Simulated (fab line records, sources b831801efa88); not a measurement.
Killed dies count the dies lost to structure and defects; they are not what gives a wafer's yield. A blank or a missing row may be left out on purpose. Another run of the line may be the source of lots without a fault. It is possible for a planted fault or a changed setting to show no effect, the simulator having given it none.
Split-lot study ; flow sfq-line ; on a route of 325 steps: 5 lots, 23 wafers read

== SPLIT DETAILS ==
At SFQ_TRILAYER_M4_LITHO_PEB_096 (peb time 60 s), the setting peb-time-s was moved away from the recipe's 60 s on 11 of the 23 wafers read, by -10.1% to +9.8%. All remaining wafers had this setting at the recipe value.

== BETWEEN THE SPLIT AND THE READING: the file shows 1 step in between ==
- SFQ_TRILAYER_M4_BARC_OPEN_METAL_ETCH_123: etches BARC in O2, target depth 125 nm, time 41.7 s (also split here: bias-w)

== THE READING ==
M4.cd-nm (the simulator's own value, which no gauge read), in nm, at SFQ_TRILAYER_M4_ETCH_METAL_ETCH_096 (etches Nb in Cl2/Ar, stops on SiO2, target depth 240 nm, time 120 s). No usual value for it is given in the file. Across the 12 wafers here that went through the recipe, the average is 500.0 nm and the standard deviation 2.1 nm.

wafer;tool, chamber at the split;peb-time-s as run, s;against the recipe;M4.cd-nm, nm;against lot-mates on the recipe
L074.1;litho-track-01, 0;63.31;+5.5%;491.7;-6.1
L074.5;litho-track-01, 0;63.31;+5.5%;491.7;-6.1
L074.2;litho-track-01, 0;63.31;+5.5%;491;-6.8
L074.3;litho-track-01, 0;60;recipe;498.4;-
L074.6;litho-track-01, 0;60;recipe;497.2;-
L075.1;litho-track-04, 0;60;recipe;501;-
L075.2;litho-track-04, 0;54;-10.0%;517.6;+16.0
L075.3;litho-track-04, 0;54;-10.0%;515.1;+13.5
L075.5;litho-track-04, 0;60;recipe;502.1;-
L075.6;litho-track-04, 0;60;recipe;501.6;-
L078.1;litho-track-02, 0;53.93;-10.1%;519.9;+16.6
L078.2;litho-track-02, 0;60;recipe;503.4;-
L078.3;litho-track-02, 0;60;recipe;503.2;-
L078.4;litho-track-02, 0;53.93;-10.1%;519.6;+16.3
L078.5;litho-track-02, 0;53.93;-10.1%;518.2;+14.9
L079.2;litho-track-02, 0;60;recipe;499.5;-
L079.4;litho-track-02, 0;60;recipe;497.4;-
L079.6;litho-track-02, 0;60;recipe;499.1;-
L082.2;litho-track-02, 0;65.89;+9.8%;485.5;-13.2
L082.3;litho-track-02, 0;65.89;+9.8%;485.4;-13.3
L082.4;litho-track-02, 0;60;recipe;498.1;-
L082.5;litho-track-02, 0;60;recipe;499.3;-
L082.6;litho-track-02, 0;65.89;+9.8%;485.6;-13.1

THE FIT
A straight line over all 23 wafers: M4.cd-nm changes by -1.66 nm for each +1% of peb-time-s; r = -0.98; the points scatter about the line by 1.9 nm.
The same after taking each lot's own level away (the mean of its wafers on the recipe; 23 wafers): -1.43 nm for each +1%; r = -0.99; scatter 0.95 nm.
Per that fit: largest peb-time-s move, reading shift of 14 nm.
The span of the lots' own levels, 497.80 to 503.30 nm, comes to 2.6 times the standard deviation stated above.
Hence the slope depends on the lot-to-lot level, as the two fits are not the same.
Check: +14.7 nm against its lot-mates is what the line predicts for one of the wafers moved furthest among these (-10.1%) when that wafer is left out of the fit. Against them it came out at +16.6 nm.

== OTHER SPLITS APPLIED TO THESE WAFERS ==
Before the reading, these wafers also passed through other splits. Each is held against what the fit with the lots' levels taken away leaves over:
other split on the same wafers;wafers away from the commonest value;r with M4.cd-nm (lot level and that fit taken away)
SFQ_TRILAYER_I2_VIA_LITHO_EXPOSE_068 dose-mj;4;-0.32
SFQ_TRILAYER_M3_LITHO_COAT_080 spin-rpm;9;-0.47
SFQ_TRILAYER_M3_ETCH_METAL_ETCH_078 icp-w;11;-0.23
SFQ_TRILAYER_I3_VIA_LITHO_COAT_090 spin-rpm;7;+0.06
SFQ_TRILAYER_M4_BARC_OPEN_METAL_ETCH_123 bias-w;8;-0.20

== THE WHOLE CHAIN: every reading that the file lists as answering this split, in the file's order ==
step;what it does;reading;change (the file's fit);r (the file's)
SFQ_TRILAYER_M4_BARC_OPEN_METAL_ETCH_123;etches BARC in O2, target depth 125 nm, time 41.7 s;M4.cd-nm (the simulator's own value, which no gauge read);-1.46 nm for each +1% of the setting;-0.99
SFQ_TRILAYER_M4_ETCH_METAL_ETCH_096;etches Nb in Cl2/Ar, stops on SiO2, target depth 240 nm, time 120 s;M4.cd-nm (the simulator's own value, which no gauge read);-1.44 nm for each +1% of the setting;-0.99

== THE FILE'S OWN FIT ==
M4.cd-nm changes by -1.44 nm for each +1% of peb-time-s, r = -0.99.
